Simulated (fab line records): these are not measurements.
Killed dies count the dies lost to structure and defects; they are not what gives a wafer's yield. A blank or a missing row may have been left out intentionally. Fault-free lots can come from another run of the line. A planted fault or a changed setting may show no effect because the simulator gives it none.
8D (eight disciplines) problem report, filled in by code / flow sky130 / the parts of the form that need people (team, actions taken, sign-off) are left out

## 1. THE ISSUE
Wafers without a fault read 37.00 s, standard deviation 0.13; strip-time-to-endpoint-s at SKY_NWELL_STRIP_14 reads a mean of 18.18 s on 4 wafers belonging to 3 lots. So: -99 or more standard deviations from the usual mean.
The step: strips in O2/N2.
First seen on wafer L427.5, day 8 04:36, on plasma-asher-04. At this step, 43 wafers from 15 lots have a number in the record. The rule behind "out" and "out of limits": a value lying over 4 standard deviations away from the usual mean. The other wafers with a number count as sound.

## 2. WHAT IT IS, WHAT IT ISN'T
question=which readings at this step | is=strip-time-to-endpoint-s | is not=drypump-motor-current-A
question=which lots | is=L427, L428, L429 | is not=L412, L413, L414, L415, L416, L417, L418, L419, L420, L421, L430, L435
question=which wafers of those lots | is=L427.5, L428.4, L428.5, L429.4 | is not=L427.6, L428.2, L429.6
question=read on which tools | is=plasma-asher-01, plasma-asher-03, plasma-asher-04 | is not=-
question=when | is=from day 8 04:36 | is not=up to then (31 sound wafers); but 8 sound wafers of L428, L429, L430, L435 came after

## 3. THE SUSPECTS, EACH WITH WHAT RULES IT OUT
Counting: if a tool at a process step up to the reading ran every lot that is out, it stays a suspect. Sound lots after the first of them don't rule it out here, since some wafers of a struck lot are sound.
- litho-track-01 at SKY_NWELL_COAT_05 (resist thk 3000 nm): kept. It ran every lot that is out, first L427 (day 7 17:51); its last sound lot up to then is L420 (day 6 22:20).
Remaining after the count: litho-track-01 at SKY_NWELL_COAT_05.

## 4. THE CAUSE (what the simulator had put in)
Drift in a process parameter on litho-track-01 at SKY_NWELL_COAT_05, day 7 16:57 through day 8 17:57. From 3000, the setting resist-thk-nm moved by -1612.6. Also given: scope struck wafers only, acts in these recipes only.
The count eliminated every tool but this one.

## 5. THE EFFECT CHAIN, in route order
Each row: a reading whose mean over the struck wafers that have a number lies more than 3 standard deviations from the usual. Only readings for which the record gives a usual standard deviation are gone through. hours: the time from each lot's start at the first step in this table that gives one to its start at this step, as a median over the lots. sigmas: the change in usual standard deviations.
hours=0; step=SKY_NWELL_STRIP_14; reading=strip-time-to-endpoint-s; usual=37.00 s; on struck wafers=18.18; change=-18.82; sigmas=-99 or more
Its process steps:
- SKY_NWELL_STRIP_14: strips in O2/N2.
Later measuring or inspecting steps at which every struck wafer that the step has a row for has a number for every such reading, and none has moved that far: SKY_VT_ADJUST_LVTN_TW_MEAS_10, SKY_VT_ADJUST_HVTR_CD_MEAS_07.

## 6. WHAT WOULD HAVE CAUGHT IT SOONER
The fault began at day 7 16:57; the first out-of-limits reading in this record came at day 8 04:36, 12 hours later.
Lots out: 3; of these, L429 started SKY_NWELL_COAT_05 on litho-track-01 after day 8 04:36. Had the tool been put on hold then, it would have been spared.
